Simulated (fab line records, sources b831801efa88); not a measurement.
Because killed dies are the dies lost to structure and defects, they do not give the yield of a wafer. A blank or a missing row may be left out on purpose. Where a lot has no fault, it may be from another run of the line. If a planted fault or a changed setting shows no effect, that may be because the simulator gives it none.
Which of the tools did it? / flow sky130 / 11 lots with 33 wafers sampled at 3 steps, on a route of 708 steps

WHAT THE GAUGES READ, wafer by wafer
SKY_CAPM_RS_MEAS_03: the measuring method here is four-point-probe.
lot=L806; measured=day 37 16:27; on=film metro-03; CAPM_TIN_RS (ohm/sq)=7.04 7.03 7.07
lot=L808; measured=day 38 01:41; on=film metro-03; CAPM_TIN_RS (ohm/sq)=6.93 6.99 6.88
lot=L809; measured=day 38 15:38; on=film metro-03; CAPM_TIN_RS (ohm/sq)=6.97 6.90 7.01
lot=L810; measured=day 38 20:01; on=film metro-02; CAPM_TIN_RS (ohm/sq)=6.91 7.02 6.83
lot=L813; measured=day 40 14:27; on=film metro-01; CAPM_TIN_RS (ohm/sq)=6.97 6.99 6.88
lot=L812; measured=day 40 15:16; on=film metro-03; CAPM_TIN_RS (ohm/sq)=6.87 6.90 6.90
lot=L817; measured=day 40 21:57; on=film metro-02; CAPM_TIN_RS (ohm/sq)=6.97 6.92 6.97
lot=L819; measured=day 41 10:41; on=film metro-01; CAPM_TIN_RS (ohm/sq)=6.90 6.95 6.97
lot=L822; measured=day 42 03:50; on=film metro-02; CAPM_TIN_RS (ohm/sq)=6.78 6.90 6.83
lot=L823; measured=day 42 07:53; on=film metro-03; CAPM_TIN_RS (ohm/sq)=6.82 6.80 6.83
lot=L824; measured=day 42 17:43; on=film metro-03; CAPM_TIN_RS (ohm/sq)=6.96 6.97 6.94

TOOL THAT RAN EACH LOT (tool first, then ch and the chambers of the sampled wafers, then the start)
lot=L806; SKY_VIA2_SPUTTER_20=pvd sputter-03, day 37 15:25; SKY_CAPM_SPUTTER_02=pvd sputter-04, day 37 16:19
lot=L808; SKY_VIA2_SPUTTER_20=pvd sputter-04, day 38 00:40; SKY_CAPM_SPUTTER_02=pvd sputter-04, day 38 01:34
lot=L809; SKY_VIA2_SPUTTER_20=pvd sputter-02, day 38 14:34; SKY_CAPM_SPUTTER_02=pvd sputter-04, day 38 15:29
lot=L810; SKY_VIA2_SPUTTER_20=pvd sputter-02, day 38 18:58; SKY_CAPM_SPUTTER_02=pvd sputter-02, day 38 19:52
lot=L813; SKY_VIA2_SPUTTER_20=pvd sputter-03, day 40 13:19; SKY_CAPM_SPUTTER_02=pvd sputter-04, day 40 14:20
lot=L812; SKY_VIA2_SPUTTER_20=pvd sputter-03, day 40 14:11; SKY_CAPM_SPUTTER_02=pvd sputter-04, day 40 15:10
lot=L817; SKY_VIA2_SPUTTER_20=pvd sputter-03, day 40 20:52; SKY_CAPM_SPUTTER_02=pvd sputter-04, day 40 21:48
lot=L819; SKY_VIA2_SPUTTER_20=pvd sputter-03, day 41 09:40; SKY_CAPM_SPUTTER_02=pvd sputter-04, day 41 10:35
lot=L822; SKY_VIA2_SPUTTER_20=pvd sputter-02, day 42 02:49; SKY_CAPM_SPUTTER_02=pvd sputter-02, day 42 03:44
lot=L823; SKY_VIA2_SPUTTER_20=pvd sputter-03, day 42 06:50; SKY_CAPM_SPUTTER_02=pvd sputter-04, day 42 07:45
lot=L824; SKY_VIA2_SPUTTER_20=pvd sputter-02, day 42 16:40; SKY_CAPM_SPUTTER_02=pvd sputter-04, day 42 17:34
- SKY_VIA2_SPUTTER_20: material TiN, target thk 20 nm, time 80 s.
- SKY_CAPM_SPUTTER_02: material TiN, target thk 200 nm, time 166.7 s.

AS READ BY THE TOOLS THEMSELVES (means over the sampled wafers that have a number; for cases with no such wafer, the mark the record gives instead)
SKY_VIA2_SPUTTER_20.
lot=L806; tool=pvd sputter-03; throttle valve pct (%)=29.8
lot=L808; tool=pvd sputter-04; throttle valve pct (%)=29.7
lot=L809; tool=pvd sputter-02; throttle valve pct (%)=28.6
lot=L810; tool=pvd sputter-02; throttle valve pct (%)=29.8
lot=L813; tool=pvd sputter-03; throttle valve pct (%)=30.2
lot=L812; tool=pvd sputter-03; throttle valve pct (%)=30.1
lot=L817; tool=pvd sputter-03; throttle valve pct (%)=29.9
lot=L819; tool=pvd sputter-03; throttle valve pct (%)=30.3
lot=L822; tool=pvd sputter-02; throttle valve pct (%)=29.3
lot=L823; tool=pvd sputter-03; throttle valve pct (%)=30.7
lot=L824; tool=pvd sputter-02; throttle valve pct (%)=29.7

SKY_CAPM_SPUTTER_02.
lot=L806; tool=pvd sputter-04; substrate temp c (C)=300.03; throttle valve pct (%)=29.7
lot=L808; tool=pvd sputter-04; substrate temp c (C)=299.83; throttle valve pct (%)=29.7
lot=L809; tool=pvd sputter-04; substrate temp c (C)=299.94; throttle valve pct (%)=29.7
lot=L810; tool=pvd sputter-02; substrate temp c (C)=299.88; throttle valve pct (%)=29.7
lot=L813; tool=pvd sputter-04; substrate temp c (C)=299.94; throttle valve pct (%)=30.3
lot=L812; tool=pvd sputter-04; substrate temp c (C)=300.00; throttle valve pct (%)=30.2
lot=L817; tool=pvd sputter-04; substrate temp c (C)=300.07; throttle valve pct (%)=30.3
lot=L819; tool=pvd sputter-04; substrate temp c (C)=300.12; throttle valve pct (%)=29.7
lot=L822; tool=pvd sputter-02; substrate temp c (C)=300.16; throttle valve pct (%)=29.8
lot=L823; tool=pvd sputter-04; substrate temp c (C)=300.16; throttle valve pct (%)=29.4
lot=L824; tool=pvd sputter-04; substrate temp c (C)=299.82; throttle valve pct (%)=29.1

THE ANSWER, worked out from the rows above alone
Rule: usual is defined by the lots themselves. Put in order of their means at a reading, lots are off if they are a third of the lots or fewer, leave a main group of 4 or more, and stand apart from it by a gap of 3 or more times the standard deviation of the main group's means; of several such gaps the widest counts. A main group is skipped when, at the precision printed for the reading in the tables above, its means are all equal. A lot without any number at a reading at which 4 lots or more have one is off too. Where the step has rows for the other lots, those lots are counted as sound. Order of review: gauges by route order, followed by the tools' own readings, for which a lot's mean as printed above is used. The first step at which some lot is off is used, and at that step the reading that is off furthest; a lot without a number counts as furthest.
No lot is off at any reading shown: from this, nothing can be told.

WHAT THE SIMULATOR HAD INSERTED
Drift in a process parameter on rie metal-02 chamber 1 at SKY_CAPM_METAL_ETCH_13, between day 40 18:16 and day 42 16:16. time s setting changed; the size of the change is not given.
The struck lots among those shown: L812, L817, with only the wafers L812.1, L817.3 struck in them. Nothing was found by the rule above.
